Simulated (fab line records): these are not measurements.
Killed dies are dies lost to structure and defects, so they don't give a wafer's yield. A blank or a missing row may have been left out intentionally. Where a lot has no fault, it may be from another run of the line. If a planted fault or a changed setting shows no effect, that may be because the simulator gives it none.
Problem report, 8D (eight disciplines) form, completed by code ; flow sky130 ; the parts of the form that need people (team, actions taken, sign-off) are left out

1. THE ISSUE
LDD_HVN_OVL at SKY_LDD_HVN_OVL_MEAS_07 reads a mean of -74.7 nm on 12 wafers of 4 lots; wafers without a fault read 0.2 nm with a standard deviation of 1.3. Relative to the usual mean, that is a shift of -58 standard deviations.
First observed at day 21 21:09: wafer L179.1, on overlay-01. At this step, 42 wafers from 14 lots have a number in the record. Rule for "out" (also "out of limits"): further than 4 standard deviations from the usual mean. All remaining wafers that have a number are taken as sound.

2. WHAT IT IS, WHAT IT ISN'T
question;is;is not
which readings at this step;LDD_HVN_OVL;-
which lots;L179, L182, L183, L186;L177, L178, L180, L181, L184, L188, L190, L193, L194, L198
which wafers of those lots;all that have a number;-
read on which gauges;overlay-01, overlay-02;-
when;from day 21 21:09;"up to then (6 sound wafers); but 24 sound wafers of L180, L181, L184, L188, L190, L193, L194, L198 came after"

3. SUSPECTS, AND WHAT RULES EACH OUT
Counting: a tool at any process step up to the reading remains a suspect when it ran all the lots that are out and ran no sound lot after the first of those.
- the gauge at SKY_LDD_HVN_OVL_MEAS_07: ruled out. Those wafers that are out were read across 2 gauges (overlay-01, overlay-02).
- iline stepper-01 at SKY_LDD_HVN_EXPOSE_04 (exposes mask HVNTM, target cd 700 nm): kept. All lots that are out passed through it, beginning with L179 at day 21 05:35, and no sound lot followed; its final sound lot before that point was L178 at day 20 10:18.
The count leaves iline stepper-01 at SKY_LDD_HVN_EXPOSE_04.

4. THE CAUSE (what the simulator had put in)
Scanner matching overlay: iline stepper-01, from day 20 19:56 on, at SKY_LDD_HVN_EXPOSE_04. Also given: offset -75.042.
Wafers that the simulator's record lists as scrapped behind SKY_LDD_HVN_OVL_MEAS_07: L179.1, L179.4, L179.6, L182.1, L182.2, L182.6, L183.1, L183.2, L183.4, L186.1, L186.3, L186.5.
The count eliminated every tool but this one.

5. THE CHAIN OF EFFECTS, in route order
Each row: a reading where the mean over the struck wafers with a number is more than 3 standard deviations away from the usual. Only readings whose record carries a usual standard deviation are examined. hours: median over the lots of the time between each lot's start at the first step of this table that gives one and its start at this step. sigmas: the change, counted in usual standard deviations.
hours;step;reading;usual;on struck wafers;change;sigmas
0;SKY_LDD_HVN_OVL_MEAS_07;LDD_HVN_OVL;0.2 nm;-74.7;-74.9;-58

6. HOW IT WOULD HAVE BEEN CAUGHT EARLIER
Counted from the fault's start at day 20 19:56, it took 25 hours until the first out-of-limits reading at a measuring or inspecting step in this record, taken at day 21 21:09.
Among the 4 lots that are out, L182, L183, L186 began SKY_LDD_HVN_EXPOSE_04 on iline stepper-01 after day 21 21:09. A hold on the tool at that time would have spared those 3.
